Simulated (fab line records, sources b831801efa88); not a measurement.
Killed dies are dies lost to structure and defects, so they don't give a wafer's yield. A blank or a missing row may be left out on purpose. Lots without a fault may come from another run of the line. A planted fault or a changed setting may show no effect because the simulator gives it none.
Which tool did it? | flow gf180mcu | 14 lots, 40 wafers sampled, at 2 steps of a route of 602

WHAT THE GAUGES READ, wafer by wafer
GF_STI_THK_MEAS_24.
lot  | measured    | on            | STI_CVD_23_THK (nm)
L920 | day 2 04:37 | film_metro-04 | 634 644 633
L921 | day 2 08:13 | film_metro-02 | 646 655 646
L922 | day 2 14:10 | film_metro-01 | 637 653 658
L923 | day 2 18:45 | film_metro-01 | 654 660 655
L924 | day 3 01:14 | film_metro-04 | 636 649 645
L925 | day 3 04:47 | film_metro-04 | 641 641 631
L926 | day 3 11:07 | film_metro-02 | 656 668 648
L928 | day 3 20:07 | film_metro-04 | 645 637 639
L931 | day 4 11:46 | film_metro-01 | 640 201
L932 | day 4 17:42 | film_metro-01 | 196 210
L938 | day 6 01:14 | film_metro-01 | 641 646 631
L939 | day 6 05:41 | film_metro-02 | 655 637 643
L940 | day 6 10:46 | film_metro-01 | 649 658 658
L943 | day 7 02:10 | film_metro-04 | 653 649 658

WHICH TOOL RAN EACH LOT (tool, then ch and the chambers of the sampled wafers, then the start)
lot  | GF_STI_CVD_23
L920 | hdpcvd-01 ch 0,2, day 2 04:31
L921 | hdpcvd-02 ch 0,1, day 2 08:08
L922 | hdpcvd-01 ch 0,1, day 2 14:05
L923 | hdpcvd-02 ch 0,1,2, day 2 18:40
L924 | hdpcvd-01 ch 0,1,2, day 3 01:09
L925 | hdpcvd-01 ch 0,1,2, day 3 04:42
L926 | hdpcvd-02 ch 0,1, day 3 11:01
L928 | hdpcvd-02 ch 0,2, day 3 20:02
L931 | hdpcvd-01 ch 0,2, day 4 11:42
L932 | hdpcvd-01 ch 0,1, day 4 17:38
L938 | hdpcvd-02 ch 0,1,2, day 6 01:10
L939 | hdpcvd-02 ch 1,2, day 6 05:37
L940 | hdpcvd-02 ch 1,2, day 6 10:40
L943 | hdpcvd-02 ch 0,1,2, day 7 02:05
- GF_STI_CVD_23: deposits SiO2, target thk 650 nm, time 108.3 s.

WHAT THE TOOLS THEMSELVES READ (means of the sampled wafers that have a number; where no wafer has one, the mark that the record gives instead)
The record holds no such reading with a usual standard deviation.

THE ANSWER, worked out from the rows above alone
Rule: what is usual is taken from the lots themselves. Put in order of their means at a reading, lots are off if they are a third of the lots or fewer, leave a main group of 4 or more, and stand apart from it by a gap of 3 or more times the standard deviation of the main group's means; of several such gaps the widest counts. A main group whose means are all the same, to the digits that the tables above print for the reading, isn't used. A lot without any number at a reading at which 4 lots or more have one is off too. The other lots that the step has rows for count as sound. The gauges are gone through in route order, then the tools' own readings, and for those a lot's mean is taken as printed above. The first step at which some lot is off is used, and at that step the reading that is off furthest; a lot without a number counts as furthest.
Off: L931, L932, at GF_STI_THK_MEAS_24 (STI_CVD_23_THK). The main group: mean 647 nm, standard deviation 7.2.
A tool fits if, at a process step before that reading, it ran every lot that is off, and no sound lot after the first of them. The gauges at GF_STI_THK_MEAS_24 are tried like those tools. One fits: hdpcvd-01 at GF_STI_CVD_23. Its last sound lot is L925 (day 3 04:42), its first lot that is off L931 (day 4 11:42): a fault that began between those two fits.

WHAT THE SIMULATOR HAD PUT IN
Process parameter drift: hdpcvd-01, from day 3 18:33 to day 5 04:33, at GF_STI_CVD_23. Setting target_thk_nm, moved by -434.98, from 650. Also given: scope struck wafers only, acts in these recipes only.
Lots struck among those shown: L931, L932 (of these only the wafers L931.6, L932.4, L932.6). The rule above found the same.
